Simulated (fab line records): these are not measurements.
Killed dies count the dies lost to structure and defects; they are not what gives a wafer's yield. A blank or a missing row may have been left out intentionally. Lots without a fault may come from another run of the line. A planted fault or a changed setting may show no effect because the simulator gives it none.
fab line records | flow sky130
record: lots: 24 | wafers: 72 | last-day: 50
route steps=708 shown SONOS_TUNNEL@161 CONTACT@411 VIA1@473 VIA2@509 METAL4@631
lots with no fault: from the same line, run without faults
start-h: hours from the record's first day to the start of the lot's first wafer shown | wait-h: how many hours have passed since the lot's step before this one | " same as the row above | L1.1+2: several wafers, shown together as one row | - either no value or no given start | * or withheld: withheld | < > ~ a bound
route shown NAME@n: NAME is a module with steps in the file, n the number in the route of the first one | usual: mean/standard deviation of fault-free wafers | same: alike in all rows | chamber/n: place in a boat | sites: readings site by site | _std_site: the standard deviation of these | _edge_site: outer sites' mean less inner sites' | radius-mm: how far each site lies from the wafer's centre | mask NAME#n: copy n | behind: the most recent tool/chamber to have shaped the wafer | hold: why the lot went on hold/how many hours it stayed there/how the hold came to an end | device: the transistor (n, p or np) that didn't switch | end of line: tests of these same wafers at the route's end | for a step that has no rows: nothing shown but its recipe | killed: dies lost to structure and defects at the first sort, not the wafer's yield | map: shows each die of a wafer: x if killed, . if not, _ if none is there
set.NAME: the setting as run; set.NAME@STEP: as run at that earlier step | model.NAME: the simulator's own value behind a step, which no gauge read
one table for each step of the route and one row for each wafer, over a sample of lots
services: from which hour (start-h, from the record's first day; less than 0 if before it) a tool's chamber was out of use, for how many hours, and why
== steps ==
step: SKY_SONOS_TUNNEL_CD_MEAS_07
recipe: target-cd-nm: 410
usual: cd-nm: 410.1/2.3
lot.wafer | tool      | chamber | start-h | wait-h | cd-nm
L074.1    | cd-sem-01 | -       | 249.75  | 0.1    | 409.9
L074.2    | "         | -       | "       | "      | 410.6
L074.5    | "         | -       | "       | "      | 409.5
L075.2    | cd-sem-02 | -       | 258.35  | 0.1    | 411.6
L075.3    | "         | -       | "       | "      | 408.9
L075.4    | "         | -       | "       | "      | 409.3
L076.2    | cd-sem-02 | -       | 267.52  | 0.1    | 409.0
L076.4    | "         | -       | "       | "      | 412.5
L076.5    | "         | -       | "       | "      | 411.6
L077.2    | cd-sem-01 | -       | 279.67  | 0.1    | 410.6
L077.3    | "         | -       | "       | "      | 412.4
L077.5    | "         | -       | "       | "      | 411.1
L079.2    | cd-sem-02 | -       | 288.60  | 0.1    | 408.2
L079.4    | "         | -       | "       | "      | 409.4
L079.5    | "         | -       | "       | "      | 412.2
L078.2    | cd-sem-01 | -       | 289.55  | 0.1    | 415.0
L078.3    | "         | -       | "       | "      | 413.0
L078.5    | "         | -       | "       | "      | 413.4
L080.3    | cd-sem-02 | -       | 295.84  | 0.1    | 413.0
L080.4    | "         | -       | "       | "      | 412.1
L080.5    | "         | -       | "       | "      | 412.0
L081.3    | cd-sem-01 | -       | 304.04  | 0.1    | 410.5
L081.4    | "         | -       | "       | "      | 411.7
L081.6    | "         | -       | "       | "      | 409.5
L082.2    | cd-sem-02 | -       | 318.50  | 0.1    | 413.3
L082.3    | "         | -       | "       | "      | 412.0
L082.5    | "         | -       | "       | "      | 413.6
L083.1    | cd-sem-01 | -       | 326.50  | 0.1    | 410.6
L083.5    | "         | -       | "       | "      | 411.2
L083.6    | "         | -       | "       | "      | 409.7
L084.1    | cd-sem-01 | -       | 334.45  | 0.1    | 410.8
L084.3    | "         | -       | "       | "      | 409.1
L084.5    | "         | -       | "       | "      | 409.8
L085.1    | cd-sem-01 | -       | 344.23  | 0.1    | 409.0
L085.4    | "         | -       | "       | "      | 409.5
L085.6    | "         | -       | "       | "      | 407.7
L086.1    | cd-sem-01 | -       | 347.55  | 0.1    | 409.0
L086.3    | "         | -       | "       | "      | 405.8
L086.5    | "         | -       | "       | "      | 409.6
L087.1    | cd-sem-01 | -       | 350.28  | 0.1    | 411.4
L087.3    | "         | -       | "       | "      | 409.3
L087.6    | "         | -       | "       | "      | 409.0
L088.2    | cd-sem-02 | -       | 361.72  | 0.1    | 407.6
L088.3    | "         | -       | "       | "      | 407.7
L088.4    | "         | -       | "       | "      | 408.8
L089.2    | cd-sem-02 | -       | 369.77  | 0.1    | 406.3
L089.5    | "         | -       | "       | "      | 409.0
L089.6    | "         | -       | "       | "      | 408.4
L090.1    | cd-sem-01 | -       | 378.90  | 0.1    | 408.8
L090.4    | "         | -       | "       | "      | 407.4
L090.5    | "         | -       | "       | "      | 407.5
L091.2    | cd-sem-01 | -       | 381.80  | 0.1    | 405.5
L091.4    | "         | -       | "       | "      | 404.8
L091.6    | "         | -       | "       | "      | 407.8
L092.1    | cd-sem-01 | -       | 392.03  | 0.1    | 412.6
L092.2    | "         | -       | "       | "      | 413.6
L092.4    | "         | -       | "       | "      | 412.9
L093.1    | cd-sem-01 | -       | 408.35  | 0.1    | 412.7
L093.2    | "         | -       | "       | "      | 410.1
L093.6    | "         | -       | "       | "      | 412.3
L094.2    | cd-sem-01 | -       | 409.55  | 0.1    | 407.8
L094.3    | "         | -       | "       | "      | 406.4
L094.5    | "         | -       | "       | "      | 404.3
L095.1    | cd-sem-02 | -       | 420.10  | 0.1    | 410.0
L095.3    | "         | -       | "       | "      | 409.2
L095.5    | "         | -       | "       | "      | 410.2
L096.1    | cd-sem-02 | -       | 423.45  | 0.1    | 411.7
L096.5    | "         | -       | "       | "      | 411.8
L096.6    | "         | -       | "       | "      | 410.7
L097.2    | cd-sem-02 | -       | 428.47  | 0.1    | 410.7
L097.3    | "         | -       | "       | "      | 412.1
L097.4    | "         | -       | "       | "      | 409.5
step: SKY_CONTACT_BOW_MEAS_05
recipe: mode: bow
usual: CONTACT_BOW: 81/6.5
lot.wafer | tool          | chamber | start-h | wait-h | CONTACT_BOW[um]
L074.1    | film-metro-03 | -       | 712.33  | 0.1    | 78
L074.2    | "             | -       | "       | "      | 82
L074.5    | "             | -       | "       | "      | 84
L075.2    | film-metro-01 | -       | 722.14  | 0.3    | 82
L075.3    | "             | -       | "       | "      | 76
L075.4    | "             | -       | "       | "      | 75
L076.2    | film-metro-01 | -       | 734.52  | 0.2    | 85
L076.4    | "             | -       | "       | "      | 90
L076.5    | "             | -       | "       | "      | 81
L077.2    | film-metro-01 | -       | 749.55  | 0.2    | 92
L077.3    | "             | -       | "       | "      | 85
L077.5    | "             | -       | "       | "      | 87
L079.2    | film-metro-03 | -       | 752.08  | 0.1    | 83
L079.4    | "             | -       | "       | "      | 72
L079.5    | "             | -       | "       | "      | 91
L078.2    | film-metro-01 | -       | 758.91  | 0.1    | 73
L078.3    | "             | -       | "       | "      | 74
L078.5    | "             | -       | "       | "      | 80
L080.3    | film-metro-01 | -       | 765.41  | 0.2    | 82
L080.4    | "             | -       | "       | "      | 68
L080.5    | "             | -       | "       | "      | 72
L081.3    | film-metro-02 | -       | 776.19  | 0.2    | 78
L081.4    | "             | -       | "       | "      | 82
L081.6    | "             | -       | "       | "      | 88
L082.2    | film-metro-01 | -       | 783.38  | 0.2    | 84
L082.3    | "             | -       | "       | "      | 73
L082.5    | "             | -       | "       | "      | 74
L083.1    | film-metro-03 | -       | 798.84  | 0.1    | 87
L083.5    | "             | -       | "       | "      | 83
L083.6    | "             | -       | "       | "      | 78
L084.1    | film-metro-01 | -       | 806.29  | 0.2    | 86
L084.3    | "             | -       | "       | "      | 87
L084.5    | "             | -       | "       | "      | 83
L085.1    | film-metro-02 | -       | 811.65  | 0.2    | 77
L085.4    | "             | -       | "       | "      | 82
L085.6    | "             | -       | "       | "      | 78
L086.1    | film-metro-01 | -       | 813.73  | 0.1    | 78
L086.3    | "             | -       | "       | "      | 82
L086.5    | "             | -       | "       | "      | 70
L087.1    | film-metro-02 | -       | 820.09  | 0.2    | 84
L087.3    | "             | -       | "       | "      | 78
L087.6    | "             | -       | "       | "      | 96
L088.2    | film-metro-02 | -       | 837.27  | 0.3    | 78
L088.3    | "             | -       | "       | "      | 77
L088.4    | "             | -       | "       | "      | 81
L089.2    | film-metro-03 | -       | 842.88  | 0.3    | 73
L089.5    | "             | -       | "       | "      | 81
L089.6    | "             | -       | "       | "      | 78
L090.1    | film-metro-02 | -       | 846.03  | 0.2    | 86
L090.4    | "             | -       | "       | "      | 84
L090.5    | "             | -       | "       | "      | 86
L091.2    | film-metro-01 | -       | 848.93  | 0.2    | 71
L091.4    | "             | -       | "       | "      | 94
L091.6    | "             | -       | "       | "      | 85
L092.1    | film-metro-02 | -       | 856.37  | 0.2    | 81
L092.2    | "             | -       | "       | "      | 79
L092.4    | "             | -       | "       | "      | 80
L094.2    | film-metro-03 | -       | 866.14  | 0.1    | 79
L094.3    | "             | -       | "       | "      | 83
L094.5    | "             | -       | "       | "      | 80
L093.1    | film-metro-01 | -       | 869.42  | 0.2    | 88
L093.2    | "             | -       | "       | "      | 87
L093.6    | "             | -       | "       | "      | 81
L095.1    | film-metro-01 | -       | 879.53  | 0.2    | 83
L095.3    | "             | -       | "       | "      | 93
L095.5    | "             | -       | "       | "      | 77
L096.1    | film-metro-03 | -       | 882.83  | 0.1    | 91
L096.5    | "             | -       | "       | "      | 75
L096.6    | "             | -       | "       | "      | 77
L097.2    | film-metro-02 | -       | 884.12  | 0.3    | 73
L097.3    | "             | -       | "       | "      | 72
L097.4    | "             | -       | "       | "      | 77
step: SKY_VIA1_ETCH_15
recipe: target: SiO2 | chemistry: C4F8/O2/Ar | target-depth-nm: 351 | stop-on: TiN | mask-material: KrF-thick | source-w: 1500 | bias-w: 1200 | pressure-mtorr: 40 | c4f8-flow-sccm: withheld | O2_flow_sccm: 6 | Ar_flow_sccm: 300 | time-s: 54
usual: oes-product-au: 0.981/0.0059
lot.wafer | tool        | chamber | start-h | wait-h | oes-product-au | rf-hours-counter-h
L074.1    | rie-diel-01 | 3       | 800.60  | 0.0    | 0.973          | 2
L074.2    | "           | 2       | "       | "      | 0.987          | 6
L074.5    | "           | 1       | "       | "      | 0.981          | -
L075.2    | rie-diel-03 | 3       | 810.08  | 0.0    | 0.978          | 13
L075.3    | "           | 2       | "       | "      | 0.984          | 15
L075.4    | "           | 1       | "       | "      | 0.978          | 17
L076.2    | rie-diel-01 | 1       | 820.58  | 0.0    | 0.977          | 12
L076.4    | "           | 2       | "       | "      | 0.980          | 6
L076.5    | "           | 1       | "       | "      | 0.982          | -
L077.2    | rie-diel-01 | 3       | 834.75  | 0.0    | 0.978          | 3
L077.3    | "           | 0       | "       | "      | 0.969          | 7
L077.5    | "           | 3       | "       | "      | 0.981          | -
L079.2    | rie-diel-03 | 1       | 837.33  | 0.0    | 0.982          | 18
L079.4    | "           | 3       | "       | "      | 0.975          | 13
L079.5    | "           | 1       | "       | "      | 0.982          | -
L078.2    | rie-diel-01 | 3       | 843.10  | 0.0    | 0.979          | 3
L078.3    | "           | 0       | "       | "      | 0.986          | 7
L078.5    | "           | 1       | "       | "      | 0.972          | -
L080.3    | rie-diel-02 | 1       | 849.70  | 0.0    | 0.988          | 8
L080.4    | "           | 3       | "       | "      | 0.985          | 6
L080.5    | "           | 0       | "       | "      | 0.985          | -
L081.3    | rie-diel-03 | 0       | 862.13  | 0.0    | 0.965          | 11
L081.4    | "           | 0       | "       | "      | 0.978          | -
L081.6    | "           | 1       | "       | "      | 0.985          | -
L082.2    | rie-diel-01 | 2       | 867.23  | 0.0    | 0.980          | 8
L082.3    | "           | 0       | "       | "      | 0.962          | 8
L082.5    | "           | 3       | "       | "      | 0.974          | -
L083.1    | rie-diel-01 | 3       | 881.25  | 0.0    | 0.982          | 4
L083.5    | "           | 1       | "       | "      | 0.984          | -
L083.6    | "           | 0       | "       | "      | 0.984          | -
L084.1    | rie-diel-03 | 3       | 888.48  | 0.0    | 0.985          | 14
L084.3    | "           | 1       | "       | "      | 0.985          | 19
L084.5    | "           | 0       | "       | "      | 0.984          | -
L085.1    | rie-diel-02 | 0       | 892.50  | 0.0    | 0.988          | 12
L085.4    | "           | 1       | "       | "      | 0.979          | 10
L085.6    | "           | 3       | "       | "      | 0.973          | -
L086.1    | rie-diel-01 | 3       | 893.93  | 0.0    | 0.981          | 5
L086.3    | "           | 0       | "       | "      | 0.981          | 8
L086.5    | "           | 1       | "       | "      | 0.988          | -
L087.1    | rie-diel-03 | 3       | 901.58  | 0.0    | 0.978          | 15
L087.3    | "           | 0       | "       | "      | 0.975          | 13
L087.6    | "           | 0       | "       | "      | 0.991          | -
L088.2    | rie-diel-03 | 3       | 917.40  | 0.0    | 0.982          | 15
L088.3    | "           | 1       | "       | "      | 0.980          | 20
L088.4    | "           | 2       | "       | "      | 0.981          | 16
L089.2    | rie-diel-03 | 3       | 922.55  | 0.0    | 0.979          | 15
L089.5    | "           | 2       | "       | "      | 0.991          | -
L089.6    | "           | 3       | "       | "      | 0.981          | -
L090.1    | rie-diel-01 | 2       | 926.63  | 0.0    | 0.981          | 9
L090.4    | "           | 0       | "       | "      | 0.976          | 9
L090.5    | "           | 1       | "       | "      | 0.978          | -
L091.2    | rie-diel-01 | 2       | 929.05  | 0.0    | 0.981          | 9
L091.4    | "           | 1       | "       | "      | 0.985          | 15
L091.6    | "           | 3       | "       | "      | 0.981          | -
L092.1    | rie-diel-01 | 1       | 936.03  | 0.0    | 0.985          | 15
L092.2    | "           | 0       | "       | "      | 0.977          | 10
L092.4    | "           | 2       | "       | "      | 0.980          | 9
L094.2    | rie-diel-01 | 3       | 944.48  | 0.0    | 0.992          | 6
L094.3    | "           | 0       | "       | "      | 0.979          | 10
L094.5    | "           | 0       | "       | "      | 0.982          | -
L093.1    | rie-diel-01 | 2       | 946.90  | 0.0    | 0.973          | 10
L093.2    | "           | 0       | "       | "      | 0.982          | 10
L093.6    | "           | 2       | "       | "      | 0.973          | -
L095.1    | rie-diel-01 | 3       | 958.38  | 0.0    | 0.977          | 6
L095.3    | "           | 2       | "       | "      | 0.974          | 10
L095.5    | "           | 3       | "       | "      | 0.982          | -
L096.1    | rie-diel-01 | 2       | 961.78  | 0.0    | 0.974          | 10
L096.5    | "           | 0       | "       | "      | 0.981          | -
L096.6    | "           | 1       | "       | "      | 0.983          | -
L097.2    | rie-diel-03 | 3       | 963.95  | 0.0    | 0.986          | 16
L097.3    | "           | 1       | "       | "      | 0.983          | 22
L097.4    | "           | 2       | "       | "      | 0.976          | 18
step: SKY_VIA2_CMP_02
recipe: material: SiO2 | down-force-psi: 4 | platen-rpm: 60 | pad-velocity-m-s: 0.94248
usual: motor-current-A: 12.3/1.9
lot.wafer | tool   | chamber | start-h | wait-h | motor-current-A
L074.2    | cmp-01 | 0       | 830.90  | 0.1    | 13.2
L074.1    | "      | 1       | "       | "      | 11.8
L074.5    | "      | 2       | "       | "      | 12.2
L075.4    | cmp-01 | 2       | 839.32  | 0.0    | 12.9
L075.2    | "      | 3       | "       | "      | 9.6
L075.3    | "      | 1       | "       | "      | 11.6
L076.4    | cmp-02 | 2       | 849.67  | 0.0    | 14.4
L076.2    | "      | 3       | "       | "      | 14.6
L076.5    | "      | 3       | "       | "      | 14.0
L077.3    | cmp-01 | 0       | 863.77  | 0.1    | 13.5
L077.2    | "      | 1       | "       | "      | 12.0
L077.5    | "      | 2       | "       | "      | 13.2
L079.4    | cmp-02 | 3       | 866.17  | 0.0    | 13.8
L079.2    | "      | 2       | "       | "      | 15.7
L079.5    | "      | 3       | "       | "      | 13.6
L078.2    | cmp-02 | 2       | 872.00  | 0.1    | 15.3
L078.3    | "      | 3       | "       | "      | 13.6
L078.5    | "      | 0       | "       | "      | 12.0
L080.4    | cmp-02 | 2       | 878.85  | 0.0    | 15.1
L080.3    | "      | 3       | "       | "      | 14.4
L080.5    | "      | 3       | "       | "      | 13.8
L081.4    | cmp-02 | 3       | 890.18  | 0.1    | 13.3
L081.3    | "      | 0       | "       | "      | 11.8
L081.6    | "      | 3       | "       | "      | 13.9
L082.3    | cmp-01 | 3       | 893.83  | 0.1    | 9.8
L082.2    | "      | 0       | "       | "      | 12.5
L082.5    | "      | 2       | "       | "      | 12.6
L083.1    | cmp-02 | 0       | 910.77  | 0.2    | 11.9
L083.6    | "      | 1       | "       | "      | 10.6
L083.5    | "      | 2       | "       | "      | 15.5
L084.1    | cmp-02 | 0       | 917.13  | 0.1    | 11.0
L084.3    | "      | 2       | "       | "      | 15.2
L084.5    | "      | 1       | "       | "      | 10.6
L085.1    | cmp-01 | 3       | 921.00  | 0.1    | 9.4
L085.4    | "      | 1       | "       | "      | 11.3
L085.6    | "      | 0       | "       | "      | 13.4
L086.3    | cmp-02 | 3       | 922.79  | 0.0    | 13.4
L086.1    | "      | 0       | "       | "      | 11.8
L086.5    | "      | 3       | "       | "      | 14.0
L087.3    | cmp-01 | 2       | 929.85  | 0.0    | 13.2
L087.1    | "      | 3       | "       | "      | 10.2
L087.6    | "      | 2       | "       | "      | 12.8
L088.2    | cmp-01 | 2       | 945.16  | 0.0    | 12.5
L088.4    | "      | 0       | "       | "      | 13.0
L088.3    | "      | 1       | "       | "      | 11.2
L089.2    | cmp-02 | 1       | 950.32  | 0.1    | 10.3
L089.6    | "      | 0       | "       | "      | 11.8
L089.5    | "      | 1       | "       | "      | 10.0
L090.1    | cmp-02 | 2       | 954.06  | 0.1    | 14.9
L090.4    | "      | 0       | "       | "      | 12.1
L090.5    | "      | 1       | "       | "      | 10.6
L091.4    | cmp-02 | 0       | 956.57  | 0.1    | 11.7
L091.2    | "      | 1       | "       | "      | 10.9
L091.6    | "      | 2       | "       | "      | 15.3
L092.2    | cmp-01 | 3       | 963.55  | 0.0    | 9.3
L092.4    | "      | 0       | "       | "      | 13.5
L092.1    | "      | 1       | "       | "      | 11.1
L094.2    | cmp-02 | 0       | 972.09  | 0.1    | 11.8
L094.3    | "      | 1       | "       | "      | 10.6
L094.5    | "      | 0       | "       | "      | 12.0
L093.1    | cmp-02 | 1       | 973.42  | 0.1    | 10.5
L093.2    | "      | 2       | "       | "      | 15.6
L093.6    | "      | 1       | "       | "      | 10.3
L095.3    | cmp-01 | 0       | 985.93  | 0.3    | 12.7
L095.1    | "      | 1       | "       | "      | 10.8
L095.5    | "      | 3       | "       | "      | 9.4
L096.1    | cmp-01 | 2       | 989.75  | 0.2    | 13.1
L096.5    | "      | 3       | "       | "      | 9.6
L096.6    | "      | 0       | "       | "      | 13.4
L097.4    | cmp-02 | 1       | 990.82  | 0.1    | 10.2
L097.3    | "      | 2       | "       | "      | 15.6
L097.2    | "      | 3       | "       | "      | 13.9
step: SKY_VIA2_THK_MEAS_23
recipe: thk-meas-gauge: xrf | reads: W_of_VIA2_CVD_21
usual: VIA2_W_THK: 415/7.8
lot.wafer | tool          | chamber | start-h | wait-h | VIA2_W_THK[nm]
L074.1    | film-metro-03 | -       | 858.69  | 0.1    | 414
L074.2    | "             | -       | "       | "      | 407
L074.5    | "             | -       | "       | "      | 413
L075.2    | film-metro-03 | -       | 867.32  | 0.1    | 416
L075.3    | "             | -       | "       | "      | 413
L075.4    | "             | -       | "       | "      | 416
L076.2    | film-metro-03 | -       | 877.04  | 0.1    | 430
L076.4    | "             | -       | "       | "      | 427
L076.5    | "             | -       | "       | "      | 420
L077.2    | film-metro-01 | -       | 890.73  | 0.1    | 403
L077.3    | "             | -       | "       | "      | 402
L077.5    | "             | -       | "       | "      | 404
L079.2    | film-metro-01 | -       | 892.96  | 0.1    | 400
L079.4    | "             | -       | "       | "      | 412
L079.5    | "             | -       | "       | "      | 409
L078.2    | film-metro-03 | -       | 899.73  | 0.1    | 416
L078.3    | "             | -       | "       | "      | 414
L078.5    | "             | -       | "       | "      | 416
L080.3    | film-metro-02 | -       | 905.56  | 0.1    | 403
L080.4    | "             | -       | "       | "      | 416
L080.5    | "             | -       | "       | "      | 420
L081.3    | film-metro-01 | -       | 917.90  | 0.1    | 400
L081.4    | "             | -       | "       | "      | 408
L081.6    | "             | -       | "       | "      | 414
L082.2    | film-metro-02 | -       | 921.60  | 0.1    | 403
L082.3    | "             | -       | "       | "      | 414
L082.5    | "             | -       | "       | "      | 411
L083.1    | film-metro-02 | -       | 937.22  | 0.1    | 418
L083.5    | "             | -       | "       | "      | 411
L083.6    | "             | -       | "       | "      | 421
L084.1    | film-metro-03 | -       | 942.92  | 0.1    | 428
L084.3    | "             | -       | "       | "      | 414
L084.5    | "             | -       | "       | "      | 425
L085.1    | film-metro-02 | -       | 947.73  | 0.1    | 427
L085.4    | "             | -       | "       | "      | 419
L085.6    | "             | -       | "       | "      | 430
L086.1    | film-metro-02 | -       | 948.83  | 0.1    | 416
L086.3    | "             | -       | "       | "      | 404
L086.5    | "             | -       | "       | "      | 416
L087.1    | film-metro-02 | -       | 956.00  | 0.1    | 416
L087.3    | "             | -       | "       | "      | 411
L087.6    | "             | -       | "       | "      | 408
L088.2    | film-metro-03 | -       | 970.38  | 0.1    | 420
L088.3    | "             | -       | "       | "      | 414
L088.4    | "             | -       | "       | "      | 406
L089.2    | film-metro-02 | -       | 976.21  | 0.1    | 406
L089.5    | "             | -       | "       | "      | 401
L089.6    | "             | -       | "       | "      | 417
L090.1    | film-metro-03 | -       | 979.28  | 0.1    | 430
L090.4    | "             | -       | "       | "      | 425
L090.5    | "             | -       | "       | "      | 423
L091.2    | film-metro-03 | -       | 982.90  | 0.1    | 415
L091.4    | "             | -       | "       | "      | 422
L091.6    | "             | -       | "       | "      | 421
L092.1    | film-metro-01 | -       | 989.34  | 0.1    | 408
L092.2    | "             | -       | "       | "      | 423
L092.4    | "             | -       | "       | "      | 419
L094.2    | film-metro-03 | -       | 997.21  | 0.1    | 423
L094.3    | "             | -       | "       | "      | 431
L094.5    | "             | -       | "       | "      | 424
L093.1    | film-metro-01 | -       | 998.73  | 0.1    | 408
L093.2    | "             | -       | "       | "      | 403
L093.6    | "             | -       | "       | "      | 418
L095.1    | film-metro-03 | -       | 1010.58 | 0.1    | 423
L095.3    | "             | -       | "       | "      | 424
L095.5    | "             | -       | "       | "      | 428
L096.1    | film-metro-01 | -       | 1015.11 | 0.1    | 423
L096.5    | "             | -       | "       | "      | 425
L096.6    | "             | -       | "       | "      | 416
L097.2    | film-metro-02 | -       | 1015.42 | 0.1    | 419
L097.3    | "             | -       | "       | "      | 416
L097.4    | "             | -       | "       | "      | 413
step: SKY_METAL4_DESCUM_15
recipe: chemistry: O2 | source-power-w: 150 | bias-power-w: 0 | pressure-mtorr: 10 | temp-c: 40 | time-s: 8
usual: drypump-motor-current-A: 5.8/0.52 | oes-product-au: 1.002/0.018 | temp-c: 40.02/0.12
lot.wafer | tool         | chamber | start-h | wait-h | drypump-motor-current-A | oes-product-au | rf-hours-counter-h | temp-c
L074.1    | rie-metal-01 | 1       | 989.93  | 0.0    | 5.9                     | 1.006          | 13                 | 39.97
L074.2    | "            | 0       | "       | "      | 6.0                     | 1.004          | 19                 | 39.99
L074.5    | "            | 1       | "       | "      | 6.0                     | 1.000          | -                  | 39.98
L075.2    | rie-metal-02 | 1       | 996.53  | 0.0    | 5.8                     | 1.021          | 1                  | 40.01
L075.3    | "            | 1       | "       | "      | 5.8                     | 1.003          | -                  | 40.05
L075.4    | "            | 0       | "       | "      | 6.6                     | 1.029          | -                  | 39.96
L076.2    | rie-metal-01 | 0       | 1007.13 | 0.0    | 6.0                     | 1.006          | 20                 | 39.93
L076.4    | "            | 1       | "       | "      | 6.0                     | 1.003          | -                  | 39.94
L076.5    | "            | 1       | "       | "      | 6.0                     | 1.002          | -                  | 39.96
L077.2    | rie-metal-02 | 0       | 1018.43 | 0.0    | 6.6                     | 1.006          | 9                  | 40.04
L077.3    | "            | 0       | "       | "      | 6.6                     | 1.017          | -                  | 39.83
L077.5    | "            | 0       | "       | "      | 6.6                     | 1.007          | -                  | 39.93
L079.2    | rie-metal-04 | 1       | 1020.99 | 0.0    | 5.1                     | 0.989          | 2                  | 40.14
L079.4    | "            | 0       | "       | "      | 5.0                     | 0.973          | -                  | 40.14
L079.5    | "            | 0       | "       | "      | 5.0                     | 0.961          | -                  | 40.44
L078.2    | rie-metal-02 | 1       | 1028.09 | 0.0    | 5.8                     | 1.011          | 3                  | 39.92
L078.3    | "            | 0       | "       | "      | 6.6                     | 1.020          | -                  | 39.99
L078.5    | "            | 0       | "       | "      | 6.6                     | 1.017          | -                  | 40.00
L080.3    | rie-metal-04 | 1       | 1031.50 | 0.0    | 5.1                     | 0.998          | -                  | 39.94
L080.4    | "            | 0       | "       | "      | 5.0                     | 0.973          | -                  | 40.07
L080.5    | "            | 1       | "       | "      | 5.2                     | 0.996          | -                  | 40.02
L081.3    | rie-metal-04 | 0       | 1041.95 | 0.0    | 5.0                     | 0.970          | -                  | 39.96
L081.4    | "            | 1       | "       | "      | 5.2                     | 0.983          | -                  | 40.12
L081.6    | "            | 1       | "       | "      | 5.2                     | 0.990          | -                  | 39.85
L082.2    | rie-metal-04 | 0       | 1046.85 | 0.0    | 5.1                     | 0.974          | 16                 | 39.98
L082.3    | "            | 0       | "       | "      | 5.1                     | 0.979          | -                  | 39.94
L082.5    | "            | 0       | "       | "      | 5.1                     | 0.974          | -                  | 40.05
L083.1    | rie-metal-01 | 0       | 1061.34 | 0.0    | 6.0                     | 0.995          | 24                 | 40.06
L083.5    | "            | 0       | "       | "      | 6.0                     | 0.991          | -                  | 40.16
L083.6    | "            | 1       | "       | "      | 5.9                     | 1.016          | -                  | 39.86
L084.1    | rie-metal-01 | 0       | 1064.80 | 0.0    | 6.0                     | 0.999          | 24                 | 40.12
L084.3    | "            | 1       | "       | "      | 6.0                     | 1.008          | -                  | 40.18
L084.5    | "            | 1       | "       | "      | 6.0                     | 1.013          | -                  | 40.06
L085.1    | rie-metal-01 | 1       | 1068.89 | 0.0    | 6.0                     | 1.011          | 18                 | 39.97
L085.4    | "            | 1       | "       | "      | 6.0                     | 1.009          | -                  | 40.05
L085.6    | "            | 0       | "       | "      | 6.0                     | 1.002          | -                  | 40.06
L086.1    | rie-metal-04 | 0       | 1069.24 | 0.0    | 5.0                     | 0.976          | 18                 | 40.15
L086.3    | "            | 0       | "       | "      | 5.1                     | 0.980          | -                  | 40.24
L086.5    | "            | 0       | "       | "      | 5.0                     | 0.975          | -                  | 40.24
L087.1    | rie-metal-02 | 0       | 1077.59 | 0.0    | 6.6                     | 1.020          | 12                 | 40.13
L087.3    | "            | 1       | "       | "      | 5.8                     | 1.016          | -                  | 39.85
L087.6    | "            | 1       | "       | "      | 5.8                     | 1.011          | -                  | 39.87
L088.2    | rie-metal-01 | 1       | 1089.14 | 0.0    | 5.9                     | 1.018          | 20                 | 39.98
L088.3    | "            | 0       | "       | "      | 6.0                     | 0.998          | -                  | 40.07
L088.4    | "            | 1       | "       | "      | 5.9                     | 1.021          | -                  | 39.96
L089.2    | rie-metal-02 | 1       | 1093.44 | 0.0    | 5.8                     | 1.018          | 8                  | 40.11
L089.5    | "            | 1       | "       | "      | 5.8                     | 1.014          | -                  | 40.04
L089.6    | "            | 0       | "       | "      | 6.6                     | 1.030          | -                  | 39.98
L090.1    | rie-metal-02 | 1       | 1094.94 | 0.0    | 5.8                     | 1.027          | 8                  | 40.03
L090.4    | "            | 1       | "       | "      | 5.8                     | 1.021          | -                  | 40.12
L090.5    | "            | 1       | "       | "      | 5.8                     | 1.030          | -                  | 40.18
L091.2    | rie-metal-02 | 0       | 1101.07 | 0.0    | 6.6                     | 1.022          | 13                 | 39.97
L091.4    | "            | 1       | "       | "      | 5.8                     | 1.002          | -                  | 39.88
L091.6    | "            | 1       | "       | "      | 5.8                     | 1.018          | -                  | 40.00
L092.1    | rie-metal-02 | 1       | 1106.15 | 0.0    | 5.8                     | 1.016          | 8                  | 40.16
L092.2    | "            | 0       | "       | "      | 6.6                     | 1.019          | 14                 | 40.05
L092.4    | "            | 1       | "       | "      | 5.8                     | 1.015          | -                  | 39.98
L094.2    | rie-metal-01 | 1       | 1111.89 | 0.0    | 5.9                     | 1.011          | 21                 | 40.04
L094.3    | "            | 1       | "       | "      | 6.0                     | 1.012          | -                  | 40.05
L094.5    | "            | 0       | "       | "      | 6.0                     | 0.993          | -                  | 40.09
L093.1    | rie-metal-02 | 0       | 1113.75 | 0.0    | 6.6                     | 1.025          | 14                 | 40.09
L093.2    | "            | 1       | "       | "      | 5.8                     | 1.000          | 9                  | 40.11
L093.6    | "            | 1       | "       | "      | 5.8                     | 1.020          | -                  | 39.90
L095.1    | rie-metal-04 | 1       | 1123.70 | 0.0    | 5.1                     | 0.976          | 10                 | 40.16
L095.3    | "            | 1       | "       | "      | 5.1                     | 0.977          | -                  | 39.97
L095.5    | "            | 0       | "       | "      | 5.0                     | 0.960          | -                  | 39.82
L096.1    | rie-metal-01 | 1       | 1129.04 | 0.0    | 6.0                     | 1.008          | 23                 | 40.06
L096.5    | "            | 0       | "       | "      | 6.0                     | 0.996          | -                  | 39.87
L096.6    | "            | 1       | "       | "      | 6.0                     | 1.010          | -                  | 40.05
L097.2    | rie-metal-04 | 0       | 1129.05 | 0.0    | 5.0                     | 0.974          | 23                 | 39.89
L097.3    | "            | 0       | "       | "      | 5.0                     | 0.985          | -                  | 40.09
L097.4    | "            | 1       | "       | "      | 5.2                     | 0.999          | -                  | 40.07
== services ==
tool        | chamber | start-h | hours | kind
cmp-02      | -       | 843.91  | 2.8   | repair
cmp-02      | -       | 850.45  | 2.0   | repair
cmp-01      | -       | 877.91  | 5.3   | repair
cmp-02      | -       | 887.47  | 1.1   | repair
rie-diel-01 | -       | 909.10  | 1.2   | repair
cmp-02      | -       | 912.26  | 4.0   | pm
rie-diel-01 | -       | 917.14  | 0.2   | repair
cmp-01      | -       | 954.70  | 3.9   | repair
cmp-01      | -       | 957.42  | 3.1   | repair
rie-diel-01 | -       | 963.40  | 0.4   | repair
rie-diel-01 | -       | 964.54  | 0.3   | repair
cmp-01      | -       | 970.01  | 12.1  | pm
rie-diel-01 | -       | 982.29  | 2.8   | pm
cmp-02      | -       | 983.78  | 2.5   | repair
rie-diel-01 | 2       | 1012.16 | 4.9   | repair
cmp-02      | -       | 1033.75 | 1.2   | repair
cmp-02      | -       | 1044.77 | 0.7   | repair
cmp-02      | -       | 1053.52 | 14.0  | pm
cmp-02      | -       | 1067.52 | 6.6   | pm
cmp-02      | -       | 1076.07 | 0.3   | repair
cmp-01      | -       | 1084.34 | 4.0   | pm
cmp-02      | -       | 1118.97 | 1.0   | repair
cmp-02      | -       | 1120.92 | 1.5   | repair
cmp-02      | -       | 1128.17 | 2.2   | repair
== key ==
fault none
